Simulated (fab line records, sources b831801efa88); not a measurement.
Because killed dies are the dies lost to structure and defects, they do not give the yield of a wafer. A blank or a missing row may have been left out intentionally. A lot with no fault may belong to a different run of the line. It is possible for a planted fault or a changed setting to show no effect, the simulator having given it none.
Which of the tools did it? / flow gf180mcu / at 1 step of a route of 602, 13 lots with 39 wafers sampled

## WHAT THE GAUGES SHOWED, per wafer
GF_V5_THK_MEAS_01.
lot=L679; measured=day 25 22:59; on=film-metro-03; V5_CVD_00_THK (nm)=307 306 303
lot=L682; measured=day 27 03:35; on=film-metro-03; V5_CVD_00_THK (nm)=307 309 309
lot=L683; measured=day 27 08:19; on=film-metro-02; V5_CVD_00_THK (nm)=305 313 312
lot=L687; measured=day 29 00:28; on=film-metro-04; V5_CVD_00_THK (nm)=308 309 308
lot=L691; measured=day 30 08:52; on=film-metro-04; V5_CVD_00_THK (nm)=314 315 309
lot=L693; measured=day 30 12:13; on=film-metro-04; V5_CVD_00_THK (nm)=304 307 304
lot=L692; measured=day 30 15:29; on=film-metro-04; V5_CVD_00_THK (nm)=312 307 302
lot=L694; measured=day 31 03:10; on=film-metro-02; V5_CVD_00_THK (nm)=312 314 310
lot=L696; measured=day 31 15:17; on=film-metro-02; V5_CVD_00_THK (nm)=306 308 303
lot=L697; measured=day 31 15:35; on=film-metro-02; V5_CVD_00_THK (nm)=309 306 313
lot=L698; measured=day 31 21:19; on=film-metro-02; V5_CVD_00_THK (nm)=309 307 305
lot=L699; measured=day 32 01:28; on=film-metro-02; V5_CVD_00_THK (nm)=311 306 306
lot=L700; measured=day 32 06:57; on=film-metro-02; V5_CVD_00_THK (nm)=310 311 312

## TOOL THAT RAN EACH LOT (tool first, then ch and the chambers of the sampled wafers, then the start)
No process step before these readings appears in the record.

## WHAT THE TOOLS THEMSELVES READ (means of the sampled wafers that have a number; where no wafer has one, the mark that the record gives instead)
The record holds no such reading with a usual standard deviation.

## THE ANSWER, worked out from the rows above alone
Rule: the usual values come from the lots themselves. The widest of any qualifying gaps counts: lots, ordered by their means at a reading, are off when they make up no more than a third of the lots, leave a main group of 4 or more, and stand apart from it by 3 or more times the standard deviation of that group's means. If all means in a main group match to the digits the tables above print for the reading, that group is not used. Also off: a lot with no number at a reading for which 4 or more lots have one. The other lots that the step has rows for count as sound. After the gauges, taken in route order, come the tools' own readings; for these a lot's mean is taken, as printed above. At the first step where some lot is off, the reading lying furthest off is the one used; lots without a number count as furthest.
None of the lots is off at any reading shown; this tells nothing.

## WHAT THE SIMULATOR HAD PUT IN
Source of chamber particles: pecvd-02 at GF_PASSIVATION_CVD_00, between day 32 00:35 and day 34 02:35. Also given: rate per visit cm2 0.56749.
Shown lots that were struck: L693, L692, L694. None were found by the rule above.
